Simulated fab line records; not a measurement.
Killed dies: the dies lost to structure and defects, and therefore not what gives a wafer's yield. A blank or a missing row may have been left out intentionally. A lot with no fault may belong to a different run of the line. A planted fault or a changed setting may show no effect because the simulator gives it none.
fab line records / flow sky130
record lots=5 wafers=23
route steps=708 shown METAL5@674
start_h: start of the lot's first displayed wafer, in hours after the record's first day / wait_h: time in hours since the lot's previous step / " the same as in the row above / L1.1+2: a single row standing in for several wafers / - either no value or no given start / * or withheld: withheld / < > ~ a bound
route shown NAME@n: NAME is a module with steps in the file, n the number in the route of the first one / usual: mean and standard deviation over wafers with no fault / same: alike in all rows / chamber/n: place in a boat / sites: each site's reading / _std_site: the values' standard deviation / _edge_site: outer sites' mean less inner sites' / radius_mm: for every site, how far away it sits from the centre of the wafer / mask NAME#n: copy n / behind: tool/chamber where the wafer was last shaped / hold: why the lot went on hold/how many hours it stayed there/how the hold came to an end / device: transistor that didn't switch, given as n, p or np / end of line: the route-end tests of the same wafers / step lacking rows: just its recipe / killed: not the wafer's yield, but the dies lost to structure and defects at the first sort / map: per-die view of a wafer (x killed, . not killed, _ where there is no die)
set.NAME: setting as actually run; set.NAME@STEP: the setting as run at that earlier step / model.NAME: the simulator's own value behind a step, which no gauge read
one table per step and one row per wafer, for lots whose settings were changed on purpose
## steps
# step SKY_METAL5_DEVELOP_13
# recipe resist=NOVOLAK developer=TMAH develop_time_s=60 dev_temp_c=23
lot.wafer=L074.1+5 tool=litho_track-03 chamber=0 start_h=1026.49 wait_h=0.1 set.develop_time_s=60
lot.wafer=L074.3+4+6 tool=litho_track-03 chamber=0 start_h=1026.49 wait_h=0.1 set.develop_time_s=53.31
lot.wafer=L076.1+2+6 tool=litho_track-01 chamber=0 start_h=1048.01 wait_h=0.1 set.develop_time_s=60
lot.wafer=L077.1+5 tool=litho_track-03 chamber=0 start_h=1051.49 wait_h=0.1 set.develop_time_s=67.66
lot.wafer=L077.3+4+6 tool=litho_track-03 chamber=0 start_h=1051.49 wait_h=0.1 set.develop_time_s=60
lot.wafer=L081.1+2 tool=litho_track-03 chamber=0 start_h=1080.24 wait_h=0.1 set.develop_time_s=51.35
lot.wafer=L081.3+4+6 tool=litho_track-03 chamber=0 start_h=1080.24 wait_h=0.1 set.develop_time_s=60
lot.wafer=L083.1+3+4 tool=litho_track-03 chamber=0 start_h=1084.89 wait_h=0.1 set.develop_time_s=60
lot.wafer=L083.2+6 tool=litho_track-03 chamber=0 start_h=1084.89 wait_h=0.1 set.develop_time_s=64.93
# step SKY_METAL5_DESCUM_14
# recipe chemistry=O2 source_power_w=150 bias_power_w=0 pressure_mtorr=10 temp_c=40 time_s=11
lot.wafer=L074.1+5 tool=rie_metal-01 chamber=0 start_h=1026.64 wait_h=0.1 set.develop_time_s@METAL5_DEVELOP_13=60 model.METAL5.cd_nm=1601
lot.wafer=L074.3+4+6 tool=rie_metal-01 chamber=1,0,1 start_h=1026.64 wait_h=0.1 set.develop_time_s@METAL5_DEVELOP_13=53.31 model.METAL5.cd_nm=1613
lot.wafer=L076.1 tool=rie_metal-01 chamber=1 start_h=1048.16 wait_h=0.1 set.develop_time_s@METAL5_DEVELOP_13=60 model.METAL5.cd_nm=1599
lot.wafer=L076.2+6 tool=rie_metal-01 chamber=0,1 start_h=1048.16 wait_h=0.1 set.develop_time_s@METAL5_DEVELOP_13=60 model.METAL5.cd_nm=1598
lot.wafer=L077.1 tool=rie_metal-04 chamber=1 start_h=1051.64 wait_h=0.1 set.develop_time_s@METAL5_DEVELOP_13=67.66 model.METAL5.cd_nm=1589
lot.wafer=L077.3+6 tool=rie_metal-04 chamber=0,1 start_h=1051.64 wait_h=0.1 set.develop_time_s@METAL5_DEVELOP_13=60 model.METAL5.cd_nm=1603
lot.wafer=L077.4 tool=rie_metal-04 chamber=1 start_h=1051.64 wait_h=0.1 set.develop_time_s@METAL5_DEVELOP_13=60 model.METAL5.cd_nm=1601
lot.wafer=L077.5 tool=rie_metal-04 chamber=0 start_h=1051.64 wait_h=0.1 set.develop_time_s@METAL5_DEVELOP_13=67.66 model.METAL5.cd_nm=1592
lot.wafer=L081.1 tool=rie_metal-04 chamber=0 start_h=1080.39 wait_h=0.1 set.develop_time_s@METAL5_DEVELOP_13=51.35 model.METAL5.cd_nm=1614
lot.wafer=L081.2 tool=rie_metal-04 chamber=1 start_h=1080.39 wait_h=0.1 set.develop_time_s@METAL5_DEVELOP_13=51.35 model.METAL5.cd_nm=1617
lot.wafer=L081.3 tool=rie_metal-04 chamber=1 start_h=1080.39 wait_h=0.1 set.develop_time_s@METAL5_DEVELOP_13=60 model.METAL5.cd_nm=1599
lot.wafer=L081.4 tool=rie_metal-04 chamber=0 start_h=1080.39 wait_h=0.1 set.develop_time_s@METAL5_DEVELOP_13=60 model.METAL5.cd_nm=1598
lot.wafer=L081.6 tool=rie_metal-04 chamber=1 start_h=1080.39 wait_h=0.1 set.develop_time_s@METAL5_DEVELOP_13=60 model.METAL5.cd_nm=1602
lot.wafer=L083.1 tool=rie_metal-04 chamber=1 start_h=1085.04 wait_h=0.1 set.develop_time_s@METAL5_DEVELOP_13=60 model.METAL5.cd_nm=1599
lot.wafer=L083.2 tool=rie_metal-04 chamber=0 start_h=1085.04 wait_h=0.1 set.develop_time_s@METAL5_DEVELOP_13=64.93 model.METAL5.cd_nm=1591
lot.wafer=L083.3 tool=rie_metal-04 chamber=1 start_h=1085.04 wait_h=0.1 set.develop_time_s@METAL5_DEVELOP_13=60 model.METAL5.cd_nm=1603
lot.wafer=L083.4 tool=rie_metal-04 chamber=0 start_h=1085.04 wait_h=0.1 set.develop_time_s@METAL5_DEVELOP_13=60 model.METAL5.cd_nm=1600
lot.wafer=L083.6 tool=rie_metal-04 chamber=1 start_h=1085.04 wait_h=0.1 set.develop_time_s@METAL5_DEVELOP_13=64.93 model.METAL5.cd_nm=1594
# step SKY_METAL5_METAL_ETCH_15
# recipe target_depth_a=12600 stop_on=SiO2 over_etch_frac=0.2 time_s=252 chemistry=Cl2/BCl3 resist_sidewall_deg=86 pressure_mtorr=10 icp_w=900 bias_w=48.5 Cl2_flow_sccm=60 bcl3_flow_sccm=30
lot.wafer=L074.1 tool=rie_metal-01 chamber=0 start_h=1026.67 wait_h=0.0 set.icp_w=982.5 model.NOVOLAK_of_METAL5_COAT_09.thk_nm=992.5
lot.wafer=L074.3 tool=rie_metal-01 chamber=1 start_h=1026.67 wait_h=0.0 set.icp_w=982.5 model.NOVOLAK_of_METAL5_COAT_09.thk_nm=956.6
lot.wafer=L074.4 tool=rie_metal-01 chamber=0 start_h=1026.67 wait_h=0.0 set.icp_w=900 model.NOVOLAK_of_METAL5_COAT_09.thk_nm=1050
lot.wafer=L074.5 tool=rie_metal-01 chamber=0 start_h=1026.67 wait_h=0.0 set.icp_w=900 model.NOVOLAK_of_METAL5_COAT_09.thk_nm=1051
lot.wafer=L074.6 tool=rie_metal-01 chamber=1 start_h=1026.67 wait_h=0.0 set.icp_w=900 model.NOVOLAK_of_METAL5_COAT_09.thk_nm=1013
lot.wafer=L076.1 tool=rie_metal-01 chamber=1 start_h=1048.20 wait_h=0.0 set.icp_w=900 model.NOVOLAK_of_METAL5_COAT_09.thk_nm=1013
lot.wafer=L076.2 tool=rie_metal-01 chamber=0 start_h=1048.20 wait_h=0.0 set.icp_w=900 model.NOVOLAK_of_METAL5_COAT_09.thk_nm=1047
lot.wafer=L076.6 tool=rie_metal-01 chamber=1 start_h=1048.20 wait_h=0.0 set.icp_w=900 model.NOVOLAK_of_METAL5_COAT_09.thk_nm=1009
lot.wafer=L077.1 tool=rie_metal-04 chamber=1 start_h=1051.67 wait_h=0.0 set.icp_w=900 model.NOVOLAK_of_METAL5_COAT_09.thk_nm=1052
lot.wafer=L077.3 tool=rie_metal-04 chamber=0 start_h=1051.67 wait_h=0.0 set.icp_w=995.1 model.NOVOLAK_of_METAL5_COAT_09.thk_nm=969.6
lot.wafer=L077.4 tool=rie_metal-04 chamber=1 start_h=1051.67 wait_h=0.0 set.icp_w=995.1 model.NOVOLAK_of_METAL5_COAT_09.thk_nm=996.4
lot.wafer=L077.5 tool=rie_metal-04 chamber=0 start_h=1051.67 wait_h=0.0 set.icp_w=995.1 model.NOVOLAK_of_METAL5_COAT_09.thk_nm=976.7
lot.wafer=L077.6 tool=rie_metal-04 chamber=1 start_h=1051.67 wait_h=0.0 set.icp_w=900 model.NOVOLAK_of_METAL5_COAT_09.thk_nm=1049
lot.wafer=L081.1 tool=rie_metal-04 chamber=0 start_h=1080.42 wait_h=0.0 set.icp_w=845 model.NOVOLAK_of_METAL5_COAT_09.thk_nm=1067
lot.wafer=L081.2 tool=rie_metal-04 chamber=1 start_h=1080.42 wait_h=0.0 set.icp_w=900 model.NOVOLAK_of_METAL5_COAT_09.thk_nm=1044
lot.wafer=L081.3 tool=rie_metal-04 chamber=1 start_h=1080.42 wait_h=0.0 set.icp_w=900 model.NOVOLAK_of_METAL5_COAT_09.thk_nm=1053
lot.wafer=L081.4 tool=rie_metal-04 chamber=0 start_h=1080.42 wait_h=0.0 set.icp_w=845 model.NOVOLAK_of_METAL5_COAT_09.thk_nm=1066
lot.wafer=L081.6 tool=rie_metal-04 chamber=1 start_h=1080.42 wait_h=0.0 set.icp_w=900 model.NOVOLAK_of_METAL5_COAT_09.thk_nm=1049
lot.wafer=L083.1 tool=rie_metal-04 chamber=1 start_h=1085.07 wait_h=0.0 set.icp_w=930.6 model.NOVOLAK_of_METAL5_COAT_09.thk_nm=1024
lot.wafer=L083.2 tool=rie_metal-04 chamber=0 start_h=1085.07 wait_h=0.0 set.icp_w=900 model.NOVOLAK_of_METAL5_COAT_09.thk_nm=1030
lot.wafer=L083.3+6 tool=rie_metal-04 chamber=1 start_h=1085.07 wait_h=0.0 set.icp_w=900 model.NOVOLAK_of_METAL5_COAT_09.thk_nm=1051
lot.wafer=L083.4 tool=rie_metal-04 chamber=0 start_h=1085.07 wait_h=0.0 set.icp_w=930.6 model.NOVOLAK_of_METAL5_COAT_09.thk_nm=1009
## key
split step=SKY_METAL5_DEVELOP_13 setting=develop_time_s stated=60 by=wafer
response step=SKY_METAL5_DESCUM_14 reading=model.METAL5.cd_nm change=-1.02 per=1% r=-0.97
split step=SKY_METAL5_METAL_ETCH_15 setting=icp_w stated=900 by=wafer
response step=SKY_METAL5_METAL_ETCH_15 reading=model.NOVOLAK_of_METAL5_COAT_09.thk_nm change=-6.24 per=1% r=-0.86
